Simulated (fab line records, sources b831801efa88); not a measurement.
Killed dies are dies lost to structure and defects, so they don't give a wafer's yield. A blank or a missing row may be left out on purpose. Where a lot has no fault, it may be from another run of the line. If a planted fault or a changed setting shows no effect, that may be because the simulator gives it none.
Struck lot and sound lot, side by side    flow sky130    16 steps out of a route of 708
Sound: wafers L797.2, L797.3, L797.5. The struck wafers were L792.1, L792.3, L792.4. The cause is given at the end.
Order at every step that has rows: each side's tool, ch and its chambers, its first start. Under that, the readings that differ: sound wafers    struck wafers    difference of the means    sigmas: that difference in standard deviations of wafers without a fault.
alike: readings with means less than 2 such deviations apart, plus words and numbers identical on both sides. not compared: withheld readings, readings lacking a value on some wafer, bounds such as >300 that could conceal the same value, and numbers that have no deviation in the record and whose values overlap.
The two part at a step that has a row with sigmas, a row that says differs or no value, or rows on one side only. Numbers that have no deviation but don't overlap get no sigmas and don't part them. A reading missing from all wafers of one side parts the sides only when that side holds two or more wafers.

SKY_LOCAL_INTERCONNECT_THK_MEAS_02: measures by xrf.
  sound: film metro-02 at day 34 16:55; struck: film metro-03 at day 32 22:44
  alike: LOCAL_INTERCONNECT_TIN_THK
then, 8 steps without rows for these wafers: SKY_LOCAL_INTERCONNECT_DEHYDRATE_03 (time 60 s); SKY_LOCAL_INTERCONNECT_HMDS_04 (prime time 60 s); SKY_LOCAL_INTERCONNECT_COAT_05 (resist thk 60 nm); SKY_LOCAL_INTERCONNECT_COAT_06 (resist thk 450 nm); SKY_LOCAL_INTERCONNECT_SOFTBAKE_07 (time 90 s); SKY_LOCAL_INTERCONNECT_EXPOSE_08 (exposes mask LI1M, target cd 170 nm); SKY_LOCAL_INTERCONNECT_PEB_09; SKY_LOCAL_INTERCONNECT_DEVELOP_10 (develop time 60 s).
SKY_LOCAL_INTERCONNECT_CD_MEAS_11 targets a cd of 170 nm.
  sound: cd sem-02 at day 35 19:06; struck: cd sem-01 at day 34 02:39
reading     sound              struck             difference  sigmas
cd nm (nm)  166.0 167.0 165.6  171.2 170.7 171.0  +4.8        +3
SKY_LOCAL_INTERCONNECT_OVL_MEAS_12:
  sound: overlay-02 at day 35 19:13; struck: overlay-02 at day 34 02:46
  alike: LOCAL_INTERCONNECT_OVL
SKY_LOCAL_INTERCONNECT_ETCH_13: etches BARC in N2/H2, stops on SiO2, time 45.9 s, target depth 60 nm.
  sound on rie metal-02 ch 0,1, day 35 19:14; struck on rie metal-01 ch 0,1, day 34 02:48
  alike: bias w, chamber pressure mTorr, drypump motor current A, oes product au, throttle valve pct
  not compared: rf hours counter h
SKY_LOCAL_INTERCONNECT_METAL_ETCH_14: etches TiN in Cl2/BCl3, stops on PSG, target depth 110 nm, time 31.4 s.
  sound on rie metal-02 ch 0,1, day 35 19:18; struck on rie metal-01 ch 0,1, day 34 02:52
  no value came back on the struck wafers for any of 5 readings (bcl3 flow sccm (sccm), bias w (W) and others); on the sound wafers bcl3 flow sccm (sccm) reads 30.00 29.89 30.00
reading                                                    sound              struck             difference  sigmas
model.KrF-thick_of_LOCAL_INTERCONNECT_COAT_06.thk nm (nm)  348.5 348.3 348.2  390.8 392.3 392.3  +43.5       
  not compared: rf hours counter h
SKY_LOCAL_INTERCONNECT_STRIP_15: strips in O2/N2.
  sound on plasma asher-04 ch 0,1, day 35 19:21; struck on plasma asher-01 ch 0,1, day 34 02:55
reading                       sound              struck             difference  sigmas
oes product au (a.u.)         0.422 0.428 0.423  0.442 0.443 0.448  +0.020      +5
strip time to endpoint s (s)  4.720 4.713 4.710  5.172 5.206 5.196  +0.477      +27
  alike: drypump motor current A, o2 flow sccm
  not compared: rf hours counter h
then, 1 step without rows for these wafers: SKY_LOCAL_INTERCONNECT_STRIP_16 (strips in post etch residue remover, time 1200 s).
-- here the record skips 14 days between the struck wafers' starts before and after, leaving off in module LOCAL_INTERCONNECT and picking up in module PAD_OPEN (first step shown: number 708 of the route) --
SKY_PAD_OPEN_PROBE_99:
  sound: prober-01 at day 49 19:35; struck: prober-02 at day 48 13:53
reading             sound      struck       difference  sigmas
killed at contacts  30 23 33   418 423 436  +397        +74
killed dies         94 96 105  492 492 492  +394        +41
killed on rim       16 20 19   96 96 96     +78         +24
  alike: killed_at_M0_to_M3, killed_at_M4_up, killed at front end, killed at other, killed open, killed short

== WHERE THEY PART ==
Last at SKY_PAD_OPEN_PROBE_99 as far as this record goes, first at SKY_LOCAL_INTERCONNECT_CD_MEAS_11.

WHY: what the simulator had put in
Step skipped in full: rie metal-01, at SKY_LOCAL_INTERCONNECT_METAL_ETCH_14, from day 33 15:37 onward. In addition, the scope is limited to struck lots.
